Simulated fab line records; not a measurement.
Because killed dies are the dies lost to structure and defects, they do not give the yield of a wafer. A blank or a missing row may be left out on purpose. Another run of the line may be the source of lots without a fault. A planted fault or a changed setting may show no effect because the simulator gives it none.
Tool commonality check	flow gf180mcu	Lots sampled 14, wafers sampled 42

== WHY IT WAS OPENED ==
GF_DUAL_GATE_THK_MEAS_03, reading DUAL_GATE_OXIDATION_00_THK: flagged on 3 of 14 lots. No-fault wafers: 10.94 nm, standard deviation 0.21.
Rule: a lot gets a flag if all its wafers with a number sit over 4 standard deviations from that mean, or if no wafer of it has a number. All remaining lots are regarded as sound.

lot	measured	on	DUAL_GATE_OXIDATION_00_THK (nm), wafer by wafer	flag
L337	day 7 22:24	film_metro-02	11.06 10.98 11.05	
L338	day 8 07:22	film_metro-01	11.23 11.35 11.28	
L339	day 8 12:40	film_metro-02	10.73 10.58 10.48	
L344	day 9 20:58	film_metro-02	10.71 10.93 10.91	
L345	day 10 05:13	film_metro-03	10.89 10.83 10.96	
L346	day 10 15:59	film_metro-02	10.97 11.03 10.99	
L349	day 11 09:26	film_metro-02	10.94 10.92 10.81	
L352	day 12 07:27	film_metro-03	12.43 12.62 12.54	FLAGGED
L353	day 12 15:24	film_metro-03	12.68 12.53 12.52	FLAGGED
L354	day 12 19:34	film_metro-01	12.77 12.80 12.81	FLAGGED
L355	day 13 01:36	film_metro-02	10.75 10.89 10.89	
L356	day 13 09:04	film_metro-03	10.84 10.91 10.77	
L357	day 13 18:29	film_metro-03	10.96 10.82 10.91	
L359	day 14 08:07	film_metro-03	10.55 10.75 10.47	
Average over the flagged lots: 12.63 nm; offset from the usual +1.69 nm, equal to +8 standard deviations.

== LOT BY LOT: THE TOOL USED ==
The record holds 1 process step before the reading, out of a route of 602 steps. Cell contents, in order: the tool; ch with the chambers the sampled wafers went through; the start.
lot	flag	GF_DUAL_GATE_OXIDATION_02
L337		furnace-01 ch 0, day 7 20:56
L338		furnace-01 ch 0, day 8 05:56
L339		furnace-02 ch 0, day 8 11:11
L344		furnace-02 ch 0, day 9 19:31
L345		furnace-01 ch 0, day 10 03:46
L346		furnace-01 ch 0, day 10 14:31
L349		furnace-02 ch 0, day 11 08:00
L352	FLAGGED	furnace-01 ch 0, day 12 05:59
L353	FLAGGED	furnace-01 ch 0, day 12 13:55
L354	FLAGGED	furnace-01 ch 0, day 12 18:06
L355		furnace-02 ch 0, day 13 00:09
L356		furnace-02 ch 0, day 13 07:37
L357		furnace-02 ch 0, day 13 17:02
L359		furnace-02 ch 0, day 14 06:40
What is done by these steps:
- GF_DUAL_GATE_OXIDATION_02: stabilise 600 s, purge 300 s, target thk 10.887 nm.
- GF_DUAL_GATE_THK_MEAS_03

== FLAGGED OVER TOTAL, TOOL BY TOOL (the gauges that took the reading come last) ==
step	tool	lots run	flagged	share of the flagged lots	sound lots run after its first flagged lot
GF_DUAL_GATE_OXIDATION_02	furnace-01	7	3	all	0
GF_DUAL_GATE_OXIDATION_02	furnace-02	7	0	none	-
GF_DUAL_GATE_THK_MEAS_03	film_metro-01	2	1	some	0
GF_DUAL_GATE_THK_MEAS_03	film_metro-02	6	0	none	-
GF_DUAL_GATE_THK_MEAS_03	film_metro-03	6	2	some	3 (L356,L357,L359)

== WHAT THE TABLE ALLOWS ==
1 row of the table ran every flagged lot: furnace-01 at GF_DUAL_GATE_OXIDATION_02.
- furnace-01 at GF_DUAL_GATE_OXIDATION_02 ran 7 lots, 3 of them flagged. Last sound lot L346 at day 10 14:31, first flagged lot L352 at day 12 05:59; a fault beginning in between fits.
One tool is left: furnace-01 at GF_DUAL_GATE_OXIDATION_02.

== WHAT WAS PUT IN BY THE SIMULATOR ==
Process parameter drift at GF_DUAL_GATE_OXIDATION_02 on furnace-01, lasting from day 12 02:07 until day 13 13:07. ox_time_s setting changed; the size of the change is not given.
Lots struck among those shown: L352, L353, L354. Same finding as the rule above.
